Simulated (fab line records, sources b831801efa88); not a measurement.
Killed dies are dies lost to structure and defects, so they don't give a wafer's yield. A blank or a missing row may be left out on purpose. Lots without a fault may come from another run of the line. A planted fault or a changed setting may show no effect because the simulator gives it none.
Which tool did it? | flow sky130 | 11 lots, 33 wafers sampled, at 1 step of a route of 708

WHAT THE GAUGES READ, wafer by wafer
SKY_CONTACT_THK_MEAS_01.
lot  | measured     | on            | CONTACT_CVD_00_THK (nm)
L274 | day 30 09:47 | film_metro-03 | 74.0 75.2 75.2
L275 | day 31 03:34 | film_metro-01 | 75.1 75.2 74.6
L279 | day 32 06:42 | film_metro-01 | 73.6 73.6 77.2
L280 | day 32 14:06 | film_metro-03 | 75.2 74.4 75.5
L283 | day 33 12:27 | film_metro-03 | 73.9 72.1 74.0
L284 | day 33 16:50 | film_metro-01 | 74.0 75.7 75.2
L289 | day 35 19:30 | film_metro-03 | 73.2 74.5 75.1
L292 | day 36 08:32 | film_metro-04 | 75.4 74.8 74.0
L293 | day 36 19:17 | film_metro-01 | 74.6 75.8 75.6
L295 | day 37 04:45 | film_metro-03 | 72.7 73.7 74.6
L296 | day 37 11:29 | film_metro-03 | 74.6 75.5 75.1

WHICH TOOL RAN EACH LOT (tool, then ch and the chambers of the sampled wafers, then the start)
The record holds no process step before these readings.

THE ANSWER, worked out from the rows above alone
Rule: what is usual is taken from the lots themselves. Put in order of their means at a reading, lots are off if they are a third of the lots or fewer, leave a main group of 4 or more, and stand apart from it by a gap of 3 or more times the standard deviation of the main group's means; of several such gaps the widest counts. A main group whose means are all the same, to the digits that the tables above print for the reading, isn't used. A lot without any number at a reading at which 4 lots or more have one is off too. The other lots that the step has rows for count as sound.
No lot is off at any reading shown: from this, nothing can be told.

WHAT THE SIMULATOR HAD PUT IN
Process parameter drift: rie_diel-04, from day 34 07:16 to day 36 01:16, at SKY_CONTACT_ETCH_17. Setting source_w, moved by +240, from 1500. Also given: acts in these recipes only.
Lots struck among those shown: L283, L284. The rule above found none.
